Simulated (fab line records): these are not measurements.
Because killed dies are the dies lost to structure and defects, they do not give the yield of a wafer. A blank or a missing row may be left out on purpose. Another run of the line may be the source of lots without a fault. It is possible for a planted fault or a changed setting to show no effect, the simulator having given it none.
fab line records	flow sky130
[record] lots = 6	wafers = 18	last_day = 50
route steps=708 shown VIA1@473 METAL2@483 PAD_OPEN@708
lots that met no fault: taken from a fault-free run of the same line
start_h: start of the lot's first displayed wafer, in hours after the record's first day	wait_h: hours since the lot's step before	" unchanged from the row above	L1.1+2: several wafers, shown together as one row	- either no value or no given start	* or withheld: withheld	< > ~ a bound
route shown NAME@n: names a module that has steps shown in the file, with the first one's number in the route	usual: average and standard deviation across the fault-free wafers	same: alike in all rows	chamber/n: place in a boat	sites: readings site by site	_std_site: standard deviation of those values	_edge_site: inner sites' mean taken away from outer sites' mean	radius_mm: how far each site lies from the wafer's centre	mask NAME#n: copy n	behind: the tool/chamber that last shaped the wafer	hold: why the lot was held/for how many hours/how that ended	device: the n, p or np transistor that did not switch	end of line: the route-end tests of the same wafers	where a step has no rows: the recipe by itself	killed: dies that structure and defects cost at the first sort, which is not the same as the wafer's yield	map: shows each die of a wafer: x if killed, . if not, _ if none is there
set.NAME: the run value of the setting; set.NAME@STEP: its run value at that earlier step	model.NAME: the simulator's own value behind a step, which no gauge read
certain route steps with their lots: each step a table, each wafer a row
services: a tool's chamber out of use, with start hour (start_h, from the record's first day; less than 0 if before it), hours out, and reason
[[steps]]
[step SKY_VIA1_ETCH_15]
[recipe] target = SiO2	chemistry = C4F8/O2/Ar	target_depth_nm = 351	stop_on = TiN	mask_material = KrF-thick	source_w = 1500	bias_w = 1200	pressure_mtorr = 40	c4f8_flow_sccm = withheld	O2_flow_sccm = 6	Ar_flow_sccm = 300	time_s = 54
[step SKY_VIA1_STRIP_16]
[recipe] chemistry = O2/N2	power_w = 1400	pressure_mtorr = 1500	platen_temp_c = withheld	o2_flow_sccm = 3000	n2_flow_sccm = 300	overash_fraction = 0.5
[step SKY_VIA1_STRIP_17]
[recipe] chemistry = post_etch_residue_remover	time_s = 1200	temp_c = 72.5
[step SKY_VIA1_CLEAN_18]
[recipe] chemistry = IPA	time_s = 180	temp_c = 25
[step SKY_VIA1_CLEAN_19]
[recipe] chemistry = O3/DIW	dry = n2_spin
[step SKY_VIA1_SPUTTER_20]
[recipe] material = TiN	target_thk_nm = 20	chamber_pressure_pa = 5	power_w = 4000	time_s = 80
[step SKY_VIA1_CVD_21]
[recipe] material = W	target_thk_nm = 270	time_s = 80.902	temp_c = 400	pressure_torr = 40
[step SKY_VIA1_RS_MEAS_22]
[recipe] thk_meas_gauge = four-point-probe	reads = W_of_VIA1_CVD_21+TiN_of_VIA1_SPUTTER_20
[usual] VIA1_W_RS = 0.425/0.007
lot.wafer	tool	chamber	start_h	wait_h	VIA1_W_RS[ohm/sq]
L613.1	film_metro-04	-	823.66	0.1	0.432
L613.3	"	-	"	"	0.431
L613.6	"	-	"	"	0.430
L614.3	film_metro-02	-	829.04	0.1	0.428
L614.4	"	-	"	"	0.423
L614.5	"	-	"	"	0.415
L618.2	film_metro-03	-	845.23	0.1	0.432
L618.3	"	-	"	"	0.438
L618.4	"	-	"	"	0.436
L620.3	film_metro-04	-	858.29	0.1	0.424
L620.5	"	-	"	"	0.417
L620.6	"	-	"	"	0.424
L630.1	film_metro-04	-	936.45	0.1	0.415
L630.3	"	-	"	"	0.418
L630.4	"	-	"	"	0.429
L634.1	film_metro-03	-	958.36	0.1	0.442
L634.3	"	-	"	"	0.431
L634.6	"	-	"	"	0.441
[step SKY_VIA1_THK_MEAS_23]
[recipe] thk_meas_gauge = xrf	reads = W_of_VIA1_CVD_21
[usual] VIA1_W_THK = 274/4.8
lot.wafer	tool	chamber	start_h	wait_h	VIA1_W_THK[nm]
L613.1	film_metro-04	-	823.78	0.1	268
L613.3	"	-	"	"	269
L613.6	"	-	"	"	270
L614.3	film_metro-02	-	829.14	0.1	274
L614.4	"	-	"	"	278
L614.5	"	-	"	"	281
L618.2	film_metro-03	-	845.34	0.1	272
L618.3	"	-	"	"	267
L618.4	"	-	"	"	268
L620.3	film_metro-04	-	858.39	0.1	271
L620.5	"	-	"	"	277
L620.6	"	-	"	"	271
L630.1	film_metro-04	-	936.57	0.1	277
L630.3	"	-	"	"	277
L630.4	"	-	"	"	269
L634.1	film_metro-03	-	958.48	0.1	268
L634.3	"	-	"	"	272
L634.6	"	-	"	"	267
[step SKY_VIA1_CMP_24]
[recipe] stop_on = SiO2	t_overpolish_s = 15	down_force_psi = 3.5	platen_rpm = 60	target_thk_nm = 0	pad_velocity_m_s = 0.94248
[usual] motor_current_A = 11.3/0.81	overpolish_run_s = 15.000/0.0087	slurry_filter_dp_kPa = 13.49/0.14	time_to_endpoint_s = 64.4/2.9
lot.wafer	tool	chamber	start_h	wait_h	motor_current_A	overpolish_run_s	slurry_filter_dp_kPa	time_to_endpoint_s
L613.3	cmp-02	2	823.84	0.0	12.7	14.993	13.38	68.6
L613.1	"	1	"	"	11.0	15.010	13.07	69.2
L613.6	"	2	"	"	12.4	15.013	13.72	66.9
L614.3	cmp-02	1	829.18	0.0	10.7	15.002	13.22	65.2
L614.4	"	0	"	"	10.4	15.001	13.57	62.0
L614.5	"	1	"	"	10.2	14.992	13.64	68.3
L618.3	cmp-01	3	845.39	0.0	11.5	15.003	13.56	61.1
L618.4	"	1	"	"	10.8	15.008	13.50	61.8
L618.2	"	2	"	"	11.6	15.000	13.42	63.5
L620.3	cmp-02	2	858.53	0.1	11.7	14.998	13.49	68.1
L620.5	"	0	"	"	10.3	15.012	13.61	66.3
L620.6	"	1	"	"	11.2	15.000	13.36	68.9
L630.3	cmp-02	2	936.68	0.1	12.5	14.991	13.41	67.5
L630.4	"	3	"	"	12.7	14.994	13.49	61.3
L630.1	"	0	"	"	11.3	15.000	13.48	65.8
L634.3	cmp-02	0	958.64	0.1	10.5	14.990	13.55	58.7
L634.1	"	1	"	"	10.5	15.015	13.45	57.7
L634.6	"	2	"	"	13.2	15.009	13.67	58.0
[step SKY_METAL2_SPUTTER_00]
[recipe] material = Ti	target_thk_nm = 15	power_w = 3000	time_s = 10	chamber_pressure_pa = 0.4
[usual] throttle_valve_pct = 30.1/1.2
lot.wafer	tool	chamber	start_h	wait_h	throttle_valve_pct
L613.1	pvd_sputter-01	-	824.14	0.1	28.8
L613.3	"	-	"	"	29.6
L613.6	"	-	"	"	29.9
L614.3	pvd_sputter-01	-	829.48	0.2	30.3
L614.4	"	-	"	"	30.2
L614.5	"	-	"	"	30.5
L618.2	pvd_sputter-01	-	845.69	0.1	28.4
L618.3	"	-	"	"	30.1
L618.4	"	-	"	"	30.4
L620.3	pvd_sputter-01	-	858.73	0.1	30.4
L620.5	"	-	"	"	31.4
L620.6	"	-	"	"	28.7
L630.1	pvd_sputter-03	-	936.93	0.1	30.3
L630.3	"	-	"	"	29.9
L630.4	"	-	"	"	30.0
L634.1	pvd_sputter-04	-	958.84	0.1	29.4
L634.3	"	-	"	"	29.2
L634.6	"	-	"	"	29.7
[step SKY_METAL2_SPUTTER_01]
[recipe] material = TiN	target_thk_nm = 20	power_w = 6500	time_s = 16.7	chamber_pressure_pa = 0.4
[usual] throttle_valve_pct = 30.1/1.2
lot.wafer	tool	chamber	start_h	wait_h	throttle_valve_pct
L613.1	pvd_sputter-01	-	824.16	0.0	28.4
L613.3	"	-	"	"	29.9
L613.6	"	-	"	"	30.3
L614.3	pvd_sputter-01	-	829.51	0.0	30.6
L614.4	"	-	"	"	30.1
L614.5	"	-	"	"	30.6
L618.2	pvd_sputter-01	-	845.71	0.0	28.6
L618.3	"	-	"	"	30.0
L618.4	"	-	"	"	30.8
L620.3	pvd_sputter-01	-	858.75	0.0	30.5
L620.5	"	-	"	"	31.4
L620.6	"	-	"	"	28.4
L630.1	pvd_sputter-03	-	936.95	0.0	30.1
L630.3	"	-	"	"	29.8
L630.4	"	-	"	"	30.2
L634.1	pvd_sputter-04	-	958.86	0.0	29.6
L634.3	"	-	"	"	28.8
L634.6	"	-	"	"	29.5
[step SKY_METAL2_SPUTTER_02]
[recipe] material = AlCu	target_thk_nm = 250	power_w = 10600	time_s = 13.3	chamber_pressure_pa = 0.4
[usual] throttle_valve_pct = 30.0/1.2
lot.wafer	tool	chamber	start_h	wait_h	throttle_valve_pct	model.AlCu_of_METAL2_SPUTTER_02.thk_nm
L613.1	pvd_sputter-01	-	824.19	0.0	28.9	246.1
L613.3	"	-	"	"	30.0	246.9
L613.6	"	-	"	"	30.0	247.2
L614.3	pvd_sputter-01	-	829.53	0.0	30.4	250.4
L614.4	"	-	"	"	29.8	250.1
L614.5	"	-	"	"	30.5	248.3
L618.2	pvd_sputter-01	-	845.74	0.0	28.7	237.9
L618.3	"	-	"	"	30.0	238.2
L618.4	"	-	"	"	30.4	236.4
L620.3	pvd_sputter-01	-	858.78	0.0	30.6	236.5
L620.5	"	-	"	"	31.1	238.1
L620.6	"	-	"	"	28.7	238.3
L630.1	pvd_sputter-03	-	936.97	0.0	30.0	252.7
L630.3	"	-	"	"	29.9	250
L630.4	"	-	"	"	29.7	251.7
L634.1	pvd_sputter-04	-	958.89	0.0	29.7	252.5
L634.3	"	-	"	"	28.9	254.1
L634.6	"	-	"	"	29.6	253.2
[step SKY_METAL2_SPUTTER_03]
[recipe] material = Ti	target_thk_nm = 5	power_w = 3000	time_s = 3.3	chamber_pressure_pa = 0.4
[step SKY_METAL2_SPUTTER_04]
[recipe] material = TiN	target_thk_nm = 70	power_w = 6500	time_s = 55.43	chamber_pressure_pa = 0.4
[step SKY_METAL2_RS_MEAS_05]
[recipe] thk_meas_gauge = four-point-probe	reads = TiN_of_METAL2_SPUTTER_04+Ti_of_METAL2_SPUTTER_03+AlCu_of_METAL2_SPUTTER_02+TiN_of_METAL2_SPUTTER_01+Ti_of_METAL2_SPUTTER_00
[usual] METAL2_ALCU_RS = 0.1269/0.0012
lot.wafer	tool	chamber	start_h	wait_h	METAL2_ALCU_RS[ohm/sq]
L613.1	film_metro-01	-	824.29	0.0	0.1286
L613.3	"	-	"	"	0.1283
L613.6	"	-	"	"	0.1277
L614.3	film_metro-01	-	829.66	0.1	0.1263
L614.4	"	-	"	"	0.1264
L614.5	"	-	"	"	0.1274
L618.2	film_metro-02	-	845.85	0.0	0.1336
L618.3	"	-	"	"	0.1333
L618.4	"	-	"	"	0.1344
L620.3	film_metro-01	-	858.91	0.1	0.1340
L620.5	"	-	"	"	0.1331
L620.6	"	-	"	"	0.1330
L630.1	film_metro-02	-	937.07	0.0	0.1251
L630.3	"	-	"	"	0.1268
L630.4	"	-	"	"	0.1258
L634.1	film_metro-01	-	958.98	0.0	0.1252
L634.3	"	-	"	"	0.1246
L634.6	"	-	"	"	0.1250
[step SKY_METAL2_THK_MEAS_06]
[recipe] thk_meas_gauge = xrf	reads = AlCu_of_METAL2_SPUTTER_02
[usual] METAL2_ALCU_THK = 255.5/2.5
lot.wafer	tool	chamber	start_h	wait_h	METAL2_ALCU_THK[nm]
L613.1	film_metro-01	-	824.41	0.1	252.7
L613.3	"	-	"	"	255.1
L613.6	"	-	"	"	255.1
L614.3	film_metro-01	-	829.76	0.1	257.0
L614.4	"	-	"	"	258.7
L614.5	"	-	"	"	255.2
L618.2	film_metro-02	-	845.96	0.1	243.5
L618.3	"	-	"	"	245.4
L618.4	"	-	"	"	241.0
L620.3	film_metro-01	-	859.01	0.1	242.3
L620.5	"	-	"	"	243.0
L620.6	"	-	"	"	241.9
L630.1	film_metro-02	-	937.19	0.1	258.7
L630.3	"	-	"	"	255.3
L630.4	"	-	"	"	254.9
L634.1	film_metro-01	-	959.10	0.1	258.7
L634.3	"	-	"	"	261.5
L634.6	"	-	"	"	258.8
[step SKY_METAL2_DEHYDRATE_07]
[recipe] temp_c = 200	time_s = 60
[step SKY_METAL2_HMDS_08]
[recipe] prime_time_s = 60	prime_temp_c = 120
[step SKY_METAL2_COAT_09]
[recipe] resist = BARC	temp_c = withheld	time_s = withheld	spin_rpm = 3000	resist_thk_nm = 60
[step SKY_METAL2_COAT_10]
[recipe] resist = KrF-thick	spin_rpm = 3000	resist_thk_nm = 450
[step SKY_METAL2_SOFTBAKE_11]
[recipe] temp_c = 100	time_s = 90	resist = KrF-thick
[step SKY_METAL2_EXPOSE_12]
[recipe] mask_id = MM2	na = 0.8	source_shape = annular	sigma_inner = 0.55	sigma_outer = 0.85	target_cd_nm = 140	dose_mj = 28
[step SKY_METAL2_PEB_13]
[recipe] peb_temp_c = withheld	peb_time_s = withheld	resist = KrF-thick
[step SKY_METAL2_DEVELOP_14]
[recipe] develop_time_s = 60	resist = KrF-thick	dev_temp_c = 21
[step SKY_METAL2_CD_MEAS_15]
[recipe] target_cd_nm = 140
[usual] cd_nm = 139.7/1.4
lot.wafer	tool	chamber	start_h	wait_h	cd_nm
L613.1	cd_sem-01	-	850.83	-	138.2
L613.3	"	-	"	"	138.9
L613.6	"	-	"	"	138.5
L614.3	cd_sem-01	-	855.62	-	138.0
L614.4	"	-	"	"	138.5
L614.5	"	-	"	"	138.7
L618.2	cd_sem-02	-	872.49	-	140.3
L618.3	"	-	"	"	139.7
L618.4	"	-	"	"	139.0
L620.3	cd_sem-02	-	884.92	-	141.2
L620.5	"	-	"	"	141.0
L620.6	"	-	"	"	140.6
L630.1	cd_sem-02	-	961.38	-	140.7
L630.3	"	-	"	"	141.8
L630.4	"	-	"	"	140.8
L634.1	cd_sem-01	-	982.87	-	141.1
L634.3	"	-	"	"	140.4
L634.6	"	-	"	"	142.6
[step SKY_METAL2_OVL_MEAS_16]
[usual] METAL2_OVL = -4/5.9
lot.wafer	tool	chamber	start_h	wait_h	METAL2_OVL[nm]
L613.1	overlay-02	-	850.95	0.1	9
L613.3	"	-	"	"	5
L613.6	"	-	"	"	3
L614.3	overlay-02	-	855.71	0.1	0
L614.4	"	-	"	"	-5
L614.5	"	-	"	"	-4
L618.2	overlay-02	-	872.59	0.1	-12
L618.3	"	-	"	"	-4
L618.4	"	-	"	"	-13
L620.3	overlay-01	-	885.01	0.1	-2
L620.5	"	-	"	"	-9
L620.6	"	-	"	"	1
L630.1	overlay-01	-	961.50	0.1	-7
L630.3	"	-	"	"	-8
L630.4	"	-	"	"	-21
L634.1	overlay-02	-	982.99	0.1	-1
L634.3	"	-	"	"	-1
L634.6	"	-	"	"	0
[step SKY_METAL2_DESCUM_17]
[recipe] chemistry = O2	source_power_w = 150	bias_power_w = 0	pressure_mtorr = 10	temp_c = 40	time_s = 8
[usual] drypump_motor_current_A = 5.8/0.42	oes_product_au = 0.997/0.009
lot.wafer	tool	chamber	start_h	wait_h	drypump_motor_current_A	oes_product_au	rf_hours_counter_h
L613.1	rie_metal-01	1	850.99	0.0	6.3	0.987	12
L613.3	"	0	"	"	5.6	0.999	-
L613.6	"	1	"	"	6.4	0.987	-
L614.3	rie_metal-01	0	855.75	0.0	5.6	0.991	-
L614.4	"	1	"	"	6.3	0.987	-
L614.5	"	1	"	"	6.3	0.988	-
L618.2	rie_metal-02	0	872.62	0.0	5.5	0.990	9
L618.3	"	1	"	"	6.1	0.986	-
L618.4	"	0	"	"	5.5	1.001	-
L620.3	rie_metal-01	0	885.05	0.0	5.6	1.001	-
L620.5	"	1	"	"	6.3	0.993	-
L620.6	"	0	"	"	5.6	1.010	-
L630.1	rie_metal-01	1	961.54	0.0	6.4	1.004	19
L630.3	"	1	"	"	6.3	0.992	-
L630.4	"	0	"	"	5.6	0.999	-
L634.1	rie_metal-01	1	983.02	0.0	6.3	0.994	20
L634.3	"	0	"	"	5.6	1.000	-
L634.6	"	1	"	"	6.4	0.995	-
[step SKY_METAL2_ETCH_18]
[recipe] chemistry = N2/H2	target = BARC	ion_energy_ev = 200	bias_w = 100	pressure_mtorr = 30	n2_flow_sccm = 100	h2_flow_sccm = 200	icp_w = 500	stop_on = SiO2	time_s = 45.9	target_depth_a = 600
[step SKY_METAL2_METAL_ETCH_19]
[recipe] target_depth_a = 3600	stop_on = SiO2	over_etch_frac = 0.2822	time_s = 78	chemistry = Cl2/BCl3	resist_sidewall_deg = 88	pressure_mtorr = 10	icp_w = 900	bias_w = 48.5	Cl2_flow_sccm = 60	bcl3_flow_sccm = 30
[usual] drypump_motor_current_A = 5.8/0.42	oes_product_au = 0.855/0.0056	throttle_valve_pct = 22.265/0.0079
lot.wafer	tool	chamber	start_h	wait_h	drypump_motor_current_A	oes_product_au	rf_hours_counter_h	throttle_valve_pct	model.etch.depth_nm	model.METAL2.feature_depth_nm
L613.1	rie_metal-01	1	851.08	0.0	6.4	0.863	12	22.268	351.9	351.9
L613.3	"	0	"	"	5.6	0.848	-	22.266	353.2	353.2
L613.6	"	1	"	"	6.3	0.852	-	22.275	352.5	352.5
L614.3	rie_metal-01	0	855.86	0.1	5.6	0.851	-	22.277	355.8	355.8
L614.4	"	1	"	"	6.3	0.843	-	22.270	355.8	355.8
L614.5	"	1	"	"	6.3	0.847	-	22.256	354	354
L618.2	rie_metal-02	0	872.72	0.0	5.6	0.876	9	22.265	363.6	363.6
L618.3	"	1	"	"	6.1	0.861	-	22.269	364	364
L618.4	"	0	"	"	5.5	0.860	-	22.260	362.2	362.2
L620.3	rie_metal-01	0	885.16	0.1	5.6	0.864	-	22.259	363.7	363.7
L620.5	"	1	"	"	6.3	0.868	-	22.260	365.6	365.6
L620.6	"	0	"	"	5.6	0.863	-	22.265	365.6	365.6
L630.1	rie_metal-01	1	961.63	0.0	6.3	0.861	19	22.250	360.6	360.6
L630.3	"	1	"	"	6.4	0.861	-	22.269	358	358
L630.4	"	0	"	"	5.6	0.857	-	22.258	359.6	359.6
L634.1	rie_metal-01	1	983.12	0.0	6.3	0.859	20	22.259	357.9	357.9
L634.3	"	0	"	"	5.6	0.868	-	22.259	359.4	359.4
L634.6	"	1	"	"	6.3	0.861	-	22.267	358.5	358.5
[step SKY_METAL2_STRIP_20]
[recipe] chemistry = O2/N2	power_w = 1400	pressure_mtorr = 1500	platen_temp_c = withheld	o2_flow_sccm = 3000	n2_flow_sccm = 300	overash_fraction = 0.5
[usual] drypump_motor_current_A = 5.9/0.39	oes_product_au = 0.345/0.0048	strip_time_to_endpoint_s = 2.74/0.037
lot.wafer	tool	chamber	start_h	wait_h	drypump_motor_current_A	oes_product_au	rf_hours_counter_h	strip_time_to_endpoint_s
L613.1	plasma_asher-03	1	851.17	0.1	5.4	0.346	76	2.78
L613.3	"	1	"	"	5.3	0.354	-	2.77
L613.6	"	0	"	"	6.2	0.355	-	2.81
L614.3	plasma_asher-03	0	855.95	0.1	6.2	0.344	-	2.72
L614.4	"	1	"	"	5.3	0.337	-	2.76
L614.5	"	1	"	"	5.3	0.349	-	2.78
L618.2	plasma_asher-01	1	872.81	0.1	6.1	0.343	8	2.72
L618.3	"	0	"	"	6.3	0.348	-	2.80
L618.4	"	1	"	"	6.1	0.348	-	2.79
L620.3	plasma_asher-03	1	885.25	0.1	5.4	0.350	-	2.74
L620.5	"	1	"	"	5.3	0.351	-	2.79
L620.6	"	0	"	"	6.2	0.336	-	2.76
L630.1	plasma_asher-04	1	961.72	0.1	5.8	0.340	55	2.75
L630.3	"	1	"	"	5.8	0.346	-	2.75
L630.4	"	0	"	"	5.4	0.347	-	2.72
L634.1	plasma_asher-01	0	983.21	0.1	6.3	0.342	19	2.75
L634.3	"	1	"	"	6.1	0.355	-	2.75
L634.6	"	0	"	"	6.3	0.347	-	2.78
[step SKY_PAD_OPEN_PROBE_99]
[usual] defect_limited_yield = 82.9/1.8	killed_at_M0_to_M3 = 42/7.2	killed_at_M4_up = 3.2/1.8	killed_at_contacts = 24/5.4	killed_at_front_end = 15/4	killed_at_other = 0.3/0.59	killed_dies = 84/9	killed_open = 46/7.1	killed_short = 38/6	sort_bin_3_pad_short = 0.8/0.41	sort_bin_5_function = 10.1/1.3	sort_bin_6_memory = 6.3/1.2	sort_n_pass = 408/9	sort_yield_pct = 82.9/1.8
[same] gross_dies = 492	killed_at_back_side = 0	sort_bin_4_leakage[%] = 0	sort_bin_8_speed[%] = 0
lot.wafer	tool	chamber	start_h	wait_h	defect_limited_yield[%]	killed_at_M0_to_M3	killed_at_M4_up	killed_at_contacts	killed_at_front_end	killed_at_other	killed_dies	killed_open	killed_short	sort_bin_3_pad_short[%]	sort_bin_5_function[%]	sort_bin_6_memory[%]	sort_n_pass	sort_yield_pct[%]	model.etest.met2.line_ohm_um	model.etest.met2.rs_ohm_sq
L613.1	prober-01	-	1109.30	0.1	85.0	34	5	23	12	0	74	36	38	0.6	9.6	4.9	418	85.0	0.9695	0.1308
L613.3	prober-01	-	1109.40	0.2	88.0	26	4	21	8	0	59	30	29	1.0	7.3	3.7	433	88.0	0.9366	0.1298
L613.6	prober-01	-	1109.55	0.2	84.3	35	5	20	17	0	77	37	40	0.8	8.1	6.7	415	84.3	0.9528	0.1303
L614.3	prober-02	-	1110.04	0.2	79.3	48	4	30	20	0	102	54	47	0.8	12.4	7.5	390	79.3	0.931	0.1277
L614.4	prober-02	-	1110.09	0.2	83.3	39	5	21	16	1	82	43	38	1.0	9.8	5.9	410	83.3	0.9286	0.1281
L614.5	prober-02	-	1110.14	0.2	83.9	40	1	19	19	0	79	42	37	1.2	9.3	5.5	413	83.9	0.9288	0.1299
L618.2	prober-02	-	1115.85	0.1	83.3	36	4	22	20	0	82	47	35	0.4	10.0	6.3	410	83.3	0.9831	0.1359
L618.3	prober-02	-	1115.90	0.2	80.9	35	3	36	20	0	94	52	42	1.8	11.6	5.7	398	80.9	0.9871	0.1359
L618.4	prober-02	-	1115.95	0.2	82.5	45	7	16	17	1	86	43	43	1.0	10.4	6.1	406	82.5	1.037	0.1375
L620.3	prober-01	-	1128.66	0.2	82.1	41	4	24	19	0	88	44	44	0.4	9.8	7.7	404	82.1	0.9531	0.1361
L620.5	prober-01	-	1128.76	0.2	78.9	44	2	32	26	0	104	52	50	0.4	12.4	8.3	388	78.9	0.9641	0.1343
L620.6	prober-01	-	1128.81	0.2	83.3	39	6	25	12	0	82	39	43	1.0	10.2	5.5	410	83.3	0.95	0.134
L630.1	prober-01	-	1180.40	0.1	82.1	44	2	26	16	0	88	47	41	0.2	11.0	6.7	404	82.1	0.9036	0.127
L630.3	prober-01	-	1180.50	0.2	85.2	34	1	22	16	0	73	42	31	1.2	7.7	5.9	419	85.2	0.9243	0.1289
L630.4	prober-01	-	1180.55	0.2	83.9	37	2	21	19	0	79	41	38	1.4	9.6	5.1	413	83.9	0.911	0.1285
L634.1	prober-01	-	1197.27	0.1	83.1	44	5	17	17	0	83	44	39	1.2	8.1	7.5	409	83.1	0.9245	0.1276
L634.3	prober-01	-	1197.37	0.2	79.7	42	2	38	18	0	100	49	50	0.8	12.4	7.1	392	79.7	0.8745	0.1267
L634.6	prober-01	-	1197.52	0.2	80.9	43	3	33	15	0	94	52	42	1.0	11.8	6.3	398	80.9	0.8995	0.1269
// killed by level:class
L613.1 LOCAL_INTERCONNECT:geometric_particle:short=9 CONTACT:geometric_particle:open=8 VIA1:geometric_particle:short=7 VIA1:geometric_particle:open=7 FIELD_ISO:geometric_particle:short=5 VIA2:geometric_particle:open=5 VIA3:geometric_particle:open=4 FIELD_ISO:geometric_particle:open=3
L613.3 CONTACT:geometric_particle:open=8 LOCAL_INTERCONNECT:geometric_particle:short=5 VIA1:geometric_particle:short=5 LI_CONTACT:geometric_particle:open=4 CONTACT:geometric_particle:short=4 VIA1:geometric_particle:open=4 METAL1:geometric_particle:short=3 VIA2:geometric_particle:open=3
L613.6 CONTACT:geometric_particle:open=6 LI_CONTACT:geometric_particle:open=5 LOCAL_INTERCONNECT:geometric_particle:short=5 METAL1:geometric_particle:short=5 VIA1:geometric_particle:open=5 VIA1:geometric_particle:short=5 POLY_GATE:geometric_particle:short=4 VIA3:geometric_particle:open=4
L614.3 LI_CONTACT:geometric_particle:open=9 VIA3:geometric_particle:open=9 METAL2:geometric_particle:short=8 LOCAL_INTERCONNECT:geometric_particle:short=7 CONTACT:geometric_particle:open=7 VIA1:geometric_particle:short=7 VIA1:geometric_particle:open=7 FIELD_ISO:geometric_particle:open=6
L614.4 LI_CONTACT:geometric_particle:open=9 METAL3:geometric_particle:short=6 VIA3:geometric_particle:open=6 VIA1:geometric_particle:short=5 VIA2:geometric_particle:open=5 FIELD_ISO:geometric_particle:open=4 POLY_GATE:geometric_particle:short=4 VIA1:geometric_particle:open=4
L614.5 VIA1:geometric_particle:open=8 CONTACT:geometric_particle:open=8 FIELD_ISO:geometric_particle:open=6 METAL1:geometric_particle:short=6 VIA2:geometric_particle:open=6 POLY_GATE:geometric_particle:open=5 METAL2:geometric_particle:short=5 LOCAL_INTERCONNECT:geometric_particle:short=4
L618.2 VIA1:geometric_particle:open=9 CONTACT:geometric_particle:open=7 VIA3:geometric_particle:open=7 VIA2:geometric_particle:short=5 FIELD_ISO:geometric_particle:short=4 FIELD_ISO:geometric_particle:open=4 POLY_GATE:geometric_particle:open=4 POLY_GATE:geometric_particle:short=4
L618.3 CONTACT:geometric_particle:short=13 CONTACT:geometric_particle:open=9 VIA1:geometric_particle:open=9 VIA2:geometric_particle:open=9 LI_CONTACT:geometric_particle:open=7 VIA3:geometric_particle:open=7 POLY_GATE:geometric_particle:short=5 SPACER:geometric_particle:short=4
L618.4 POLY_GATE:geometric_particle:open=9 VIA3:geometric_particle:open=6 METAL3:geometric_particle:short=6 VIA2:geometric_particle:open=6 METAL4:geometric_particle:short=5 CONTACT:geometric_particle:short=5 VIA1:geometric_particle:open=5 METAL2:geometric_particle:short=5
L620.3 VIA1:geometric_particle:open=13 CONTACT:geometric_particle:short=9 VIA2:geometric_particle:short=7 FIELD_ISO:geometric_particle:open=6 CONTACT:geometric_particle:open=6 VIA3:geometric_particle:open=5 POLY_GATE:geometric_particle:open=4 VIA1:geometric_particle:short=4
L620.5 VIA1:geometric_particle:open=13 FIELD_ISO:geometric_particle:short=8 CONTACT:geometric_particle:open=8 FIELD_ISO:geometric_particle:open=7 CONTACT:geometric_particle:short=7 VIA1:geometric_particle:short=7 VIA3:geometric_particle:open=7 LI_CONTACT:geometric_particle:open=6
L620.6 CONTACT:geometric_particle:open=8 VIA1:geometric_particle:open=7 LI_CONTACT:geometric_particle:open=6 VIA1:geometric_particle:short=6 METAL4:geometric_particle:short=6 VIA3:geometric_particle:short=6 VIA2:geometric_particle:open=5 LI_CONTACT:geometric_particle:short=4
L630.1 VIA1:geometric_particle:open=10 FIELD_ISO:geometric_particle:short=8 LI_CONTACT:geometric_particle:open=8 CONTACT:geometric_particle:open=8 METAL1:geometric_particle:short=6 VIA2:geometric_particle:open=6 LOCAL_INTERCONNECT:geometric_particle:short=5 VIA3:geometric_particle:open=5
L630.3 VIA1:geometric_particle:open=9 CONTACT:geometric_particle:open=8 LI_CONTACT:geometric_particle:open=6 POLY_GATE:geometric_particle:short=5 VIA3:geometric_particle:open=5 POLY_GATE:geometric_particle:open=4 LOCAL_INTERCONNECT:geometric_particle:short=4 METAL1:geometric_particle:short=4
L630.4 METAL1:geometric_particle:short=10 VIA1:geometric_particle:open=7 VIA2:geometric_particle:open=6 FIELD_ISO:geometric_particle:short=5 LI_CONTACT:geometric_particle:open=5 LOCAL_INTERCONNECT:geometric_particle:short=5 CONTACT:geometric_particle:open=5 POLY_GATE:geometric_particle:open=4
L634.1 VIA1:geometric_particle:open=10 VIA3:geometric_particle:open=9 METAL2:geometric_particle:short=7 FIELD_ISO:geometric_particle:open=6 CONTACT:geometric_particle:short=6 FIELD_ISO:geometric_particle:short=5 VIA2:geometric_particle:open=5 LI_CONTACT:geometric_particle:open=5
L634.3 CONTACT:geometric_particle:open=15 VIA1:geometric_particle:open=9 VIA1:geometric_particle:short=7 LI_CONTACT:geometric_particle:short=7 LI_CONTACT:geometric_particle:open=7 METAL2:geometric_particle:short=6 LOCAL_INTERCONNECT:geometric_particle:short=6 VIA2:geometric_particle:open=6
L634.6 LI_CONTACT:geometric_particle:open=10 CONTACT:geometric_particle:open=9 METAL2:geometric_particle:short=8 FIELD_ISO:geometric_particle:open=6 LOCAL_INTERCONNECT:geometric_particle:short=6 VIA1:geometric_particle:open=6 VIA3:geometric_particle:open=6 VIA2:geometric_particle:open=5
[[services]]
tool	chamber	start_h	hours	kind
rie_metal-01	1	812.80	4.0	repair
pvd_sputter-01	-	830.83	1.4	repair
rie_metal-01	-	841.49	2.8	pm
pvd_sputter-03	-	845.76	13.7	repair
cmp-01	-	853.73	3.5	repair
plasma_asher-03	-	859.73	2.8	pm
cmp-01	-	866.12	0.4	repair
cmp-02	-	875.91	3.8	pm
pvd_sputter-04	-	878.41	0.5	repair
rie_metal-01	0	900.14	-	clean
rie_metal-01	0	900.14	20.8	scheduled_down
rie_metal-01	0	900.14	20.8	vent_cycle
cmp-01	-	912.00	4.0	pm
cmp-01	-	916.00	-	consumable_replace:conditioner
cmp-01	-	916.00	-	consumable_replace:pad
cmp-01	-	933.14	1.4	repair
cmp-01	-	937.93	0.3	repair
pvd_sputter-03	-	939.44	8.1	repair
rie_metal-02	-	948.69	1.5	repair
cmp-01	-	960.85	6.0	pm
plasma_asher-01	-	962.56	0.5	repair
plasma_asher-04	-	964.23	2.4	repair
[[key]]
[first_sign] step = SKY_METAL2_RS_MEAS_05	reading = METAL2_ALCU_RS	direction = up	sigmas = 5.6	usual = 0.1269	struck = 0.1336
[effect] step = SKY_METAL2_THK_MEAS_06	reading = METAL2_ALCU_THK	direction = down	sigmas = 5	usual = 255.5	struck = 242.9
[model_effect] step = SKY_METAL2_SPUTTER_02	value = AlCu_of_METAL2_SPUTTER_02.thk_nm	without = 249	struck = 237.6
[model_effect] step = SKY_METAL2_METAL_ETCH_19	value = etch.depth_nm	without = 355.6	struck = 364.1
[model_effect] step = SKY_PAD_OPEN_PROBE_99	value = etest.met2.line_ohm_um	without = 0.9325	struck = 0.9791
met_at SKY_METAL2_SPUTTER_02
struck_wafers L618.2,L618.3,L618.4,L620.3,L620.5,L620.6
onset_between 829.53 845.74
also_fits SKY_METAL2_SPUTTER_00:pvd_sputter-01,SKY_METAL2_SPUTTER_01:pvd_sputter-01
[fault] kind = process_parameter_drift	tool = pvd_sputter-01	chamber = -	onset_h = 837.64	steps = SKY_METAL2_SPUTTER_02	channel = target_thk_nm	offset = -11.437	shape = step	end_h = 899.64	acts_in = these_recipes_only	stated = 250
